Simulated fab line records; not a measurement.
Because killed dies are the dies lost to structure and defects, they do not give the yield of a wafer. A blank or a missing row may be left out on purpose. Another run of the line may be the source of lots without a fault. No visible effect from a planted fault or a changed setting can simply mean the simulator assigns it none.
Matching of chambers :: flow sky130 :: rie_diel-01 running SKY_FIELD_ISO_ETCH_15: 4 sister chambers
The step etches the open film in CHF3/O2, stops on Si, target depth 180 nm, time 72 s. 4 wafers are shown with their chamber, then 8 later ones without.

## WAFERS PAIRED WITH THEIR CHAMBERS
wafer: L089.2
chamber: 2
drypump_motor_current_A (A): 4.8

wafer: L089.3
chamber: 3
drypump_motor_current_A (A): 5.3

wafer: L089.6
chamber: 0
drypump_motor_current_A (A): 5.9

wafer: L091.1
chamber: 1
drypump_motor_current_A (A): 6.6

## WAFERS WHOSE CHAMBER IS MISSING
wafer: L091.2
drypump_motor_current_A (A): 5.9

wafer: L091.5
drypump_motor_current_A (A): 5.9

wafer: L092.3
drypump_motor_current_A (A): 4.8

wafer: L092.4
drypump_motor_current_A (A): 6.5

wafer: L092.5
drypump_motor_current_A (A): 6.6

wafer: L097.2
drypump_motor_current_A (A): 5.2

wafer: L097.3
drypump_motor_current_A (A): 5.9

wafer: L097.6
drypump_motor_current_A (A): 5.2

## CHAMBER TAKEN BY EACH
wafer: L091.2
from the rows above: 0
in truth: 0

wafer: L091.5
from the rows above: 0
in truth: 0

wafer: L092.3
from the rows above: 2
in truth: 2

wafer: L092.4
from the rows above: 1
in truth: 1

wafer: L092.5
from the rows above: 1
in truth: 1

wafer: L097.2
from the rows above: 3
in truth: 3

wafer: L097.3
from the rows above: 0
in truth: 0

wafer: L097.6
from the rows above: 3
in truth: 3
8 of 8 placed correctly. Can't be placed from these rows: 0. Number placed wrongly: 0.
How it was worked out, from the rows above alone: a wafer's distance from a chamber is the root of the sum, over the readings, of the square of ((its reading less the chamber's mean) divided by the reading's scatter). If the next closest chamber is less than 2 further off than the closest, the wafer can't be placed; otherwise it belongs to the closest. For every chamber, the mean is computed from those of its wafers that are shown. The scatter: root of mean squared gap, hidden wafer to nearest shown wafer, with one shown wafer a chamber.
